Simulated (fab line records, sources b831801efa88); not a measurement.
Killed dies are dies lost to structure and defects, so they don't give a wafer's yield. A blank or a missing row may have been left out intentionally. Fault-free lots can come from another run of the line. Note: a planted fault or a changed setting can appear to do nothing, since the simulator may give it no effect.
Which tool was responsible? / flow gf180mcu / 6 lots with 18 wafers sampled at 2 steps, on a route of 602 steps

WHAT THE GAUGES READ, wafer by wafer
GF_MVSD_TW_MEAS_11.
lot=L544; measured=day 4 18:43; on=film_metro-04; MVSD_TW=1600 1603 1597
lot=L553; measured=day 6 21:22; on=film_metro-01; MVSD_TW=1587 1587 1588
lot=L555; measured=day 7 08:55; on=film_metro-03; MVSD_TW=1607 1596 1600
lot=L559; measured=day 8 07:44; on=film_metro-04; MVSD_TW=1585 1588 1586
lot=L562; measured=day 9 03:47; on=film_metro-03; MVSD_TW=1785 1774 1775 1782 1777 1783
lot=L564; measured=day 9 17:37; on=film_metro-03; MVSD_TW=1779 1783 1768 1786 1776 1785

WHICH TOOL RAN EACH LOT (tool, then ch and the chambers of the sampled wafers, then the start)
lot=L544; GF_MVSD_IMPLANT_08=implanter-04 ch 0, day 4 18:20
lot=L553; GF_MVSD_IMPLANT_08=implanter-02 ch 0, day 6 21:00
lot=L555; GF_MVSD_IMPLANT_08=implanter-04 ch 0, day 7 08:31
lot=L559; GF_MVSD_IMPLANT_08=implanter-04 ch 0, day 8 07:21
lot=L562; GF_MVSD_IMPLANT_08=implanter-04 ch 0, day 9 03:25
lot=L564; GF_MVSD_IMPLANT_08=implanter-04 ch 0, day 9 17:15
- GF_MVSD_IMPLANT_08

THE ANSWER, worked out from the rows above alone
Rule: usual is defined by the lots themselves. Put in order of their means at a reading, lots are off if they are a third of the lots or fewer, leave a main group of 4 or more, and stand apart from it by a gap of 3 or more times the standard deviation of the main group's means; of several such gaps the widest counts. Not used: any main group whose means are identical at the precision the tables above print for the reading. Also off: a lot with no number at a reading for which 4 or more lots have one. Where the step has rows for the other lots, those lots are counted as sound.
Off: L562, L564, seen at GF_MVSD_TW_MEAS_11 (MVSD_TW). Mean 1594 and standard deviation 6.9 in the main group.
A tool fits if, at a process step before that reading, it ran every lot that is off, and no sound lot after the first of them. The gauges at GF_MVSD_TW_MEAS_11 are tried like those tools. 2 tools fit, implanter-04 at GF_MVSD_IMPLANT_08 and film_metro-03 at GF_MVSD_TW_MEAS_11, so this cannot tell which one it is.

WHAT THE SIMULATOR PUT IN
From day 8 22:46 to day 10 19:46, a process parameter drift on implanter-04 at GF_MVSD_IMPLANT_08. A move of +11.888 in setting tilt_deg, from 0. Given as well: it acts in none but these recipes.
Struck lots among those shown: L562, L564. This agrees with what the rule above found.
